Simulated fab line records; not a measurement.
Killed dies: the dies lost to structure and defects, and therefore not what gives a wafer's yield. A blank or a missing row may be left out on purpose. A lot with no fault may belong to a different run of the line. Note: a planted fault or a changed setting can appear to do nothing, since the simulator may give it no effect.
Tool commonality check / flow sky130 / Lots sampled 14, wafers sampled 42

## WHY THIS WAS OPENED
2 of 14 lots carry a flag on the reading LDD_LDN_TW at SKY_LDD_LDN_TW_MEAS_13. Wafers without a fault read 1491, standard deviation 12.
Rule: flag the lot when none of its wafers has a number, or when each of its wafers that has one lies beyond 4 standard deviations from that mean. All remaining lots are regarded as sound.

lot=L809; measured=day 23 14:49; on=film metro-01; LDD_LDN_TW, wafer by wafer=1501 1491 1490; flag=
lot=L810; measured=day 23 18:19; on=film metro-02; LDD_LDN_TW, wafer by wafer=1478 1480 1481; flag=
lot=L811; measured=day 24 19:37; on=film metro-04; LDD_LDN_TW, wafer by wafer=1494 1489 1499; flag=
lot=L812; measured=day 25 22:04; on=film metro-04; LDD_LDN_TW, wafer by wafer=1484 1484 1488; flag=
lot=L814; measured=day 26 06:25; on=film metro-04; LDD_LDN_TW, wafer by wafer=1492 1478 1488; flag=
lot=L813; measured=day 26 07:19; on=film metro-01; LDD_LDN_TW, wafer by wafer=1496 1485 1487; flag=
lot=L815; measured=day 26 21:32; on=film metro-01; LDD_LDN_TW, wafer by wafer=1492 1494 1488; flag=
lot=L817; measured=day 27 02:20; on=film metro-04; LDD_LDN_TW, wafer by wafer=1501 1498 1502; flag=
lot=L819; measured=day 27 06:38; on=film metro-04; LDD_LDN_TW, wafer by wafer=1508 1516 1514; flag=
lot=L821; measured=day 27 20:52; on=film metro-02; LDD_LDN_TW, wafer by wafer=1404 1396 1396; flag=FLAGGED
lot=L823; measured=day 28 16:25; on=film metro-04; LDD_LDN_TW, wafer by wafer=1428 1433 1429; flag=FLAGGED
lot=L825; measured=day 29 07:13; on=film metro-01; LDD_LDN_TW, wafer by wafer=1498 1506 1502; flag=
lot=L826; measured=day 29 13:43; on=film metro-04; LDD_LDN_TW, wafer by wafer=1492 1497 1490; flag=
lot=L827; measured=day 29 15:52; on=film metro-01; LDD_LDN_TW, wafer by wafer=1499 1497 1496; flag=
On average the flagged lots' numbers are 1414, which is -77 against the usual, or -6 standard deviations.

## EACH LOT AND THE TOOL IT RAN ON
Before the reading, the record contains 3 process steps out of a 708-step route. Every cell lists first the tool, next ch and the chambers used by the sampled wafers, and last the start.
lot=L809; flag=; SKY_POLY_GATE_STRIP_18=plasma asher-04 ch 0,1, day 16 20:26; SKY_LDD_HVN_STRIP_09=plasma asher-03 ch 0,1, day 21 00:52; SKY_LDD_LDN_IMPLANT_11=implanter-04 ch 0, day 23 14:34
lot=L810; flag=; SKY_POLY_GATE_STRIP_18=plasma asher-02 ch 0,1, day 17 04:53; SKY_LDD_HVN_STRIP_09=plasma asher-03 ch 0,1, day 21 04:55; SKY_LDD_LDN_IMPLANT_11=implanter-02 ch 0, day 23 18:05
lot=L811; flag=; SKY_POLY_GATE_STRIP_18=plasma asher-04 ch 0,1, day 18 07:47; SKY_LDD_HVN_STRIP_09=plasma asher-02 ch 0,1, day 22 06:28; SKY_LDD_LDN_IMPLANT_11=implanter-01 ch 0, day 24 19:22
lot=L812; flag=; SKY_POLY_GATE_STRIP_18=plasma asher-04 ch 0,1, day 19 10:53; SKY_LDD_HVN_STRIP_09=plasma asher-02 ch 0,1, day 23 10:10; SKY_LDD_LDN_IMPLANT_11=implanter-01 ch 0, day 25 21:50
lot=L814; flag=; SKY_POLY_GATE_STRIP_18=plasma asher-01 ch 0,1, day 19 19:44; SKY_LDD_HVN_STRIP_09=plasma asher-03 ch 0,1, day 23 18:52; SKY_LDD_LDN_IMPLANT_11=implanter-04 ch 0, day 26 06:10
lot=L813; flag=; SKY_POLY_GATE_STRIP_18=plasma asher-02 ch 1, day 19 20:31; SKY_LDD_HVN_STRIP_09=plasma asher-01 ch 1, day 23 19:31; SKY_LDD_LDN_IMPLANT_11=implanter-02 ch 0, day 26 07:05
lot=L815; flag=; SKY_POLY_GATE_STRIP_18=plasma asher-01 ch 0,1, day 20 11:55; SKY_LDD_HVN_STRIP_09=plasma asher-01 ch 0,1, day 24 10:15; SKY_LDD_LDN_IMPLANT_11=implanter-01 ch 0, day 26 21:19
lot=L817; flag=; SKY_POLY_GATE_STRIP_18=plasma asher-04 ch 0,1, day 20 14:11; SKY_LDD_HVN_STRIP_09=plasma asher-03 ch 0,1, day 24 13:01; SKY_LDD_LDN_IMPLANT_11=implanter-02 ch 0, day 27 02:05
lot=L819; flag=; SKY_POLY_GATE_STRIP_18=plasma asher-04 ch 0,1, day 20 23:15; SKY_LDD_HVN_STRIP_09=plasma asher-03 ch 0,1, day 24 19:56; SKY_LDD_LDN_IMPLANT_11=implanter-02 ch 0, day 27 06:25
lot=L821; flag=FLAGGED; SKY_POLY_GATE_STRIP_18=plasma asher-04 ch 0, day 21 10:07; SKY_LDD_HVN_STRIP_09=plasma asher-01 ch 0,1, day 25 10:34; SKY_LDD_LDN_IMPLANT_11=implanter-02 ch 0, day 27 20:38
lot=L823; flag=FLAGGED; SKY_POLY_GATE_STRIP_18=plasma asher-04 ch 0,1, day 22 10:01; SKY_LDD_HVN_STRIP_09=plasma asher-02 ch 0,1, day 26 04:58; SKY_LDD_LDN_IMPLANT_11=implanter-02 ch 0, day 28 16:10
lot=L825; flag=; SKY_POLY_GATE_STRIP_18=plasma asher-02 ch 0,1, day 22 23:50; SKY_LDD_HVN_STRIP_09=plasma asher-01 ch 0,1, day 26 19:46; SKY_LDD_LDN_IMPLANT_11=implanter-04 ch 0, day 29 06:58
lot=L826; flag=; SKY_POLY_GATE_STRIP_18=plasma asher-01 ch 0, day 23 09:28; SKY_LDD_HVN_STRIP_09=plasma asher-02 ch 0,1, day 27 04:13; SKY_LDD_LDN_IMPLANT_11=implanter-01 ch 0, day 29 13:29
lot=L827; flag=; SKY_POLY_GATE_STRIP_18=plasma asher-04 ch 0,1, day 23 11:50; SKY_LDD_HVN_STRIP_09=plasma asher-01 ch 0,1, day 27 06:19; SKY_LDD_LDN_IMPLANT_11=implanter-04 ch 0, day 29 15:37
These steps, and what they do:
- SKY_POLY_GATE_STRIP_18: strips in O2/N2.
- SKY_LDD_HVN_STRIP_09: strips in O2/N2.
- SKY_LDD_LDN_IMPLANT_11
- SKY_LDD_LDN_TW_MEAS_13

## FLAGGED OVER TOTAL, TOOL BY TOOL (the gauges that took the reading come last)
step=SKY_POLY_GATE_STRIP_18; tool=plasma asher-01; lots run=3; flagged=0; share of the flagged lots=none; sound lots run after its first flagged lot=-
step=SKY_POLY_GATE_STRIP_18; tool=plasma asher-02; lots run=3; flagged=0; share of the flagged lots=none; sound lots run after its first flagged lot=-
step=SKY_POLY_GATE_STRIP_18; tool=plasma asher-04; lots run=8; flagged=2; share of the flagged lots=all; sound lots run after its first flagged lot=1 (L827)
step=SKY_LDD_HVN_STRIP_09; tool=plasma asher-01; lots run=5; flagged=1; share of the flagged lots=some; sound lots run after its first flagged lot=2 (L825,L827)
step=SKY_LDD_HVN_STRIP_09; tool=plasma asher-02; lots run=4; flagged=1; share of the flagged lots=some; sound lots run after its first flagged lot=1 (L826)
step=SKY_LDD_HVN_STRIP_09; tool=plasma asher-03; lots run=5; flagged=0; share of the flagged lots=none; sound lots run after its first flagged lot=-
step=SKY_LDD_LDN_IMPLANT_11; tool=implanter-01; lots run=4; flagged=0; share of the flagged lots=none; sound lots run after its first flagged lot=-
step=SKY_LDD_LDN_IMPLANT_11; tool=implanter-02; lots run=6; flagged=2; share of the flagged lots=all; sound lots run after its first flagged lot=0
step=SKY_LDD_LDN_IMPLANT_11; tool=implanter-04; lots run=4; flagged=0; share of the flagged lots=none; sound lots run after its first flagged lot=-
step=SKY_LDD_LDN_TW_MEAS_13; tool=film metro-01; lots run=5; flagged=0; share of the flagged lots=none; sound lots run after its first flagged lot=-
step=SKY_LDD_LDN_TW_MEAS_13; tool=film metro-02; lots run=2; flagged=1; share of the flagged lots=some; sound lots run after its first flagged lot=0
step=SKY_LDD_LDN_TW_MEAS_13; tool=film metro-04; lots run=7; flagged=1; share of the flagged lots=some; sound lots run after its first flagged lot=1 (L826)

## THE TABLE: WHAT IT ALLOWS
Every flagged lot went through 2 rows of the table: plasma asher-04 at SKY_POLY_GATE_STRIP_18 and implanter-02 at SKY_LDD_LDN_IMPLANT_11.
- plasma asher-04 at SKY_POLY_GATE_STRIP_18 ran 8 lots, 2 of them flagged. After the first flagged lot (L827), sound lots still ran on it; a lasting fault on the whole tool would not permit that.
- implanter-02 at SKY_LDD_LDN_IMPLANT_11 ran 6 lots, 2 of them flagged. A fault beginning between L819 (day 27 06:25), its last sound lot, and L821 (day 27 20:38), its first flagged one, fits the data. Its own readings lie more than 4 standard deviations out on every wafer of the flagged lots: dose ions cm2, faraday current uA.
implanter-02 at SKY_LDD_LDN_IMPLANT_11 is the single tool remaining.

## WHAT THE SIMULATOR HAD INSERTED
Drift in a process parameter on implanter-02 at SKY_LDD_LDN_IMPLANT_11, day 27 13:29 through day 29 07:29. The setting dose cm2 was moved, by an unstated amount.
Struck lots among those shown: L821, L823. The rule above found the same.
